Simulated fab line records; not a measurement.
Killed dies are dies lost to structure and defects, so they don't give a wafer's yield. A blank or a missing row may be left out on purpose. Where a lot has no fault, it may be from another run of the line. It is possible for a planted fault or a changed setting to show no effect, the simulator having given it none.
2 desks looking at one fault + flow gf180mcu + only its own numbers are on each desk; what lay behind them is given at the end

THE METROLOGY DESK
What the gauges read for every lot (on any tool): the sampled wafers with a number, averaged. The brackets show how far a lot's mean lies from the usual mean; more than 4 standard deviations puts the lot out of limits, marked OUT.
Columns: A = MVSD_TW at GF_MVSD_TW_MEAS_11, usual 1584; B = MVPSD_OVL at GF_MVPSD_OVL_MEAS_07, usual -0.3 nm; C = MVPSD_TW at GF_MVPSD_TW_MEAS_11, usual 556; D = VT_IMPLANT_OVL at GF_VT_IMPLANT_OVL_MEAS_07, usual -0.3 nm; E = VT_IMPLANT_TW at GF_VT_IMPLANT_TW_MEAS_10, usual 559.2; F = VT_IMPLANT_01_OVL at GF_VT_IMPLANT_OVL_MEAS_18, usual -0.2 nm; G = VT_IMPLANT_2_TW at GF_VT_IMPLANT_TW_MEAS_21, usual 1205
| lot  | first seen here | A    | B    | C   | D    | E     | F    | G    |
|------|-----------------|------|------|-----|------|-------|------|------|
| L284 | day 5 21:43     | 1576 | -1.6 | 568 | -0.1 | 560.7 | -1.7 | 1204 |
| L286 | day 6 12:11     | 1630 | -0.8 | 570 | 0.2  | 557.8 | 1.9  | 1212 |
| L287 | day 6 16:08     | 1568 | -0.2 | 548 | -1.6 | 560.4 | 0.5  | 1196 |
| L295 | day 8 13:19     | 1569 | -2.9 | 549 | 0.2  | 556.8 | -1.3 | 1212 |
| L300 | day 9 20:35     | 1575 | 0.3  | 552 | 1.1  | 561.1 | -0.9 | 1202 |
This desk found nothing out of limits on any of the 5 lots.

THE TOOL OWNER'S DESK: implanter-02
For each lot that ran on this tool, the mean over its sampled wafers that have a number, from the tool's own readings at GF_MVPSD_IMPLANT_09. The brackets show how far a lot's mean lies from the usual mean; more than 4 standard deviations puts the lot out of limits, marked OUT.
Columns: A = dose-ions-cm2 at GF_MVPSD_IMPLANT_09, usual 5e+12
| lot  | first seen here | A     |
|------|-----------------|-------|
| L284 | day 6 12:57     | 5e+12 |
| L286 | day 7 03:00     | 5e+12 |
This desk found nothing out of limits on any of the 2 lots.

BROUGHT TOGETHER
The metrology desk saw nothing out of limits.
Nothing out of limits was seen by the tool owner's desk.

WHAT THE SIMULATOR HAD PUT IN
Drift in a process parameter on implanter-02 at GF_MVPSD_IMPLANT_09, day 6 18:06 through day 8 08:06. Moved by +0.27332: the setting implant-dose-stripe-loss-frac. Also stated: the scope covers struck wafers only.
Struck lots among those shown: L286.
